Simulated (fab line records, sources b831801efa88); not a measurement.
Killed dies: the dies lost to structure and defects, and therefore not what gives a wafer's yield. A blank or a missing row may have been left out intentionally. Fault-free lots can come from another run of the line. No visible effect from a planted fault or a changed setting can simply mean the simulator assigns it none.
The tool behind it: which one? | flow sky130 | 33 wafers from 11 lots sampled at 5 of the route's 708 steps

## WHAT THE GAUGES READ, wafer by wafer
SKY_METAL2_THK_MEAS_06: measures by xrf. Usual: METAL2_ALCU_THK gives 261.2 nm (standard deviation 2.5).
lot  | measured     | on            | METAL2_ALCU_THK (nm) | flag
L137 | day 34 17:41 | film_metro-04 | 262.7 261.4 261.6    |
L138 | day 35 10:38 | film_metro-03 | 263.4 261.0 260.8    |
L141 | day 36 13:08 | film_metro-04 | 259.9 264.4 260.4    |
L146 | day 37 18:18 | film_metro-01 | 273.8 275.0 270.2    | OFF
L148 | day 38 02:50 | film_metro-01 | 271.3 275.4 276.7    | OFF
L150 | day 38 16:05 | film_metro-04 | 261.4 258.3 260.5    |
L151 | day 39 06:22 | film_metro-04 | 256.5 257.2 256.4    |
L154 | day 40 01:34 | film_metro-04 | 260.6 263.7 261.7    |
L155 | day 40 14:26 | film_metro-01 | 257.3 260.9 257.0    |
L157 | day 40 23:59 | film_metro-01 | 258.4 264.8 264.0    |
L158 | day 41 05:10 | film_metro-01 | 264.5 260.7 264.0    |

SKY_METAL2_CD_MEAS_15: target cd 140 nm. Usual: 140.1 nm for cd_nm, sd 1.5.
lot  | measured     | on        | cd_nm (nm)        | flag
L137 | day 35 19:34 | cd_sem-01 | 139.9 139.9 139.7 |
L138 | day 36 13:19 | cd_sem-02 | 140.0 140.0 141.0 |
L141 | day 37 14:16 | cd_sem-02 | 141.0 139.9 140.0 |
L146 | day 38 19:37 | cd_sem-01 | 139.7 140.3 140.5 |
L148 | day 39 04:18 | cd_sem-02 | 136.2 136.1 135.4 |
L150 | day 39 16:56 | cd_sem-02 | 138.4 140.1 140.9 |
L151 | day 40 07:35 | cd_sem-01 | 138.6 139.5 136.8 |
L154 | day 41 01:50 | cd_sem-01 | 138.2 138.7 138.7 |
L155 | day 41 15:23 | cd_sem-02 | 142.2 141.1 141.5 |
L157 | day 41 23:37 | cd_sem-02 | 139.1 138.9 140.5 |
L158 | day 42 05:02 | cd_sem-01 | 138.5 139.1 141.2 |

## WHAT TOOL EACH LOT RAN ON (gives the tool, then ch and the chambers of the sampled wafers, and finally the start)
lot  | SKY_VIA1_STRIP_16                    | SKY_VIA1_CVD_21               | SKY_METAL2_SPUTTER_04
L137 | plasma_asher-04 ch 0, day 34 15:59   | cvd_w-02 ch 1, day 34 16:47   | pvd_sputter-02, day 34 17:30
L138 | plasma_asher-03 ch 0,1, day 35 08:57 | cvd_w-01 ch 0,1, day 35 09:37 | pvd_sputter-03, day 35 10:28
L141 | plasma_asher-02 ch 0,1, day 36 11:38 | cvd_w-02 ch 0,1, day 36 12:17 | pvd_sputter-03, day 36 12:58
L146 | plasma_asher-02 ch 0,1, day 37 16:47 | cvd_w-02 ch 0,1, day 37 17:28 | pvd_sputter-03, day 37 18:08
L148 | plasma_asher-04 ch 0, day 38 01:19   | cvd_w-01 ch 0,1, day 38 02:00 | pvd_sputter-03, day 38 02:40
L150 | plasma_asher-04 ch 0,1, day 38 14:05 | cvd_w-02 ch 0, day 38 15:10   | pvd_sputter-02, day 38 15:56
L151 | plasma_asher-04 ch 0,1, day 39 04:46 | cvd_w-02 ch 0,1, day 39 05:27 | pvd_sputter-02, day 39 06:11
L154 | plasma_asher-02 ch 0,1, day 40 00:02 | cvd_w-02 ch 0,1, day 40 00:44 | pvd_sputter-02, day 40 01:23
L155 | plasma_asher-03 ch 0,1, day 40 12:56 | cvd_w-01 ch 0,1, day 40 13:35 | pvd_sputter-02, day 40 14:16
L157 | plasma_asher-02 ch 0,1, day 40 22:22 | cvd_w-01 ch 0, day 40 23:05   | pvd_sputter-01, day 40 23:48
L158 | plasma_asher-03 ch 0,1, day 41 03:41 | cvd_w-02 ch 0,1, day 41 04:21 | pvd_sputter-03, day 41 04:59
- SKY_VIA1_STRIP_16: strips in O2/N2.
- SKY_VIA1_CVD_21: deposits W, target thk 270 nm, time 80.902 s.
- SKY_METAL2_SPUTTER_04: material TiN, target thk 70 nm, time 58.3 s.

## WHAT THE TOOLS THEMSELVES READ (means of the sampled wafers that have a number; where no wafer has one, the mark that the record gives instead)
SKY_VIA1_STRIP_16. Usual: drypump_motor_current_A 6.0 A, standard deviation 0.42; o2_flow_sccm 2998 sccm, standard deviation 8.5; oes_product_au 0.415 a.u., standard deviation 0.0047; strip_time_to_endpoint_s 4.452 s, standard deviation 0.025.
lot  | tool            | drypump_motor_current_A (A) | o2_flow_sccm (sccm) | oes_product_au (a.u.) | strip_time_to_endpoint_s (s) | flag
L137 | plasma_asher-04 | 5.2                         | 3007                | 0.415                 | 4.445                        |
L138 | plasma_asher-03 | 6.2                         | 3003                | 0.416                 | 4.455                        |
L141 | plasma_asher-02 | 5.9                         | 2998                | 0.417                 | 4.452                        |
L146 | plasma_asher-02 | 5.9                         | 2983                | 0.414                 | 4.475                        |
L148 | plasma_asher-04 | 5.1                         | 2997                | 0.413                 | 4.468                        |
L150 | plasma_asher-04 | 6.0                         | 2992                | 0.416                 | 4.456                        |
L151 | plasma_asher-04 | 5.6                         | 2993                | 0.415                 | 4.442                        |
L154 | plasma_asher-02 | 5.9                         | 3001                | 0.410                 | 4.445                        |
L155 | plasma_asher-03 | 6.4                         | 2998                | 0.416                 | 4.447                        |
L157 | plasma_asher-02 | 5.9                         | 3000                | 0.411                 | 4.430                        |
L158 | plasma_asher-03 | 6.2                         | 3000                | 0.418                 | 4.471                        |

SKY_VIA1_CVD_21. Usual: 867 W for heater_power_w, sd 51.
lot  | tool     | heater_power_w (W) | flag
L137 | cvd_w-02 | 955                |
L138 | cvd_w-01 | 856                |
L141 | cvd_w-02 | 916                |
L146 | cvd_w-02 | 902                |
L148 | cvd_w-01 | 835                |
L150 | cvd_w-02 | 854                |
L151 | cvd_w-02 | 875                |
L154 | cvd_w-02 | 873                |
L155 | cvd_w-01 | 787                |
L157 | cvd_w-01 | 830                |
L158 | cvd_w-02 | 881                |

SKY_METAL2_SPUTTER_04. Usual: cathode_dc_power_W 6499.9 W, standard deviation 1.1; throttle_valve_pct 30.1 %, standard deviation 0.84.
lot  | tool           | cathode_dc_power_W (W) | throttle_valve_pct (%) | flag
L137 | pvd_sputter-02 | 6498.6                 | 30.2                   |
L138 | pvd_sputter-03 | 6499.8                 | 29.6                   |
L141 | pvd_sputter-03 | 6500.3                 | 29.5                   |
L146 | pvd_sputter-03 | 6500.5                 | 29.7                   |
L148 | pvd_sputter-03 | 6499.4                 | 29.7                   |
L150 | pvd_sputter-02 | 6500.3                 | 30.5                   |
L151 | pvd_sputter-02 | 6500.2                 | 30.1                   |
L154 | pvd_sputter-02 | 6498.7                 | 30.1                   |
L155 | pvd_sputter-02 | 6500.5                 | 30.4                   |
L157 | pvd_sputter-01 | 6499.8                 | 31.1                   |
L158 | pvd_sputter-03 | 6500.4                 | 29.9                   |

## THE ANSWER, worked out from the rows above alone
Rule: take the mean of a lot's wafers that have a number; if it is more than 3 standard deviations from the usual mean, the lot is off. A lot without any number at a reading at which 4 lots or more have one is off too. Where the step has rows for the other lots, those lots are counted as sound. First the gauges in route order, then the tools' own readings, where a lot's mean is used as printed above. At the first step where some lot is off, the reading lying furthest off is the one used; lots without a number count as furthest.
Off: L146, L148, seen at SKY_METAL2_THK_MEAS_06 (METAL2_ALCU_THK).
If a tool, at a process step before that reading, ran all the lots that are off and no sound lot after the first of them, it fits. The gauges at SKY_METAL2_THK_MEAS_06 are tried like those tools. Not one of the candidates tried fits.

## WHAT HAD BEEN PUT IN BY THE SIMULATOR
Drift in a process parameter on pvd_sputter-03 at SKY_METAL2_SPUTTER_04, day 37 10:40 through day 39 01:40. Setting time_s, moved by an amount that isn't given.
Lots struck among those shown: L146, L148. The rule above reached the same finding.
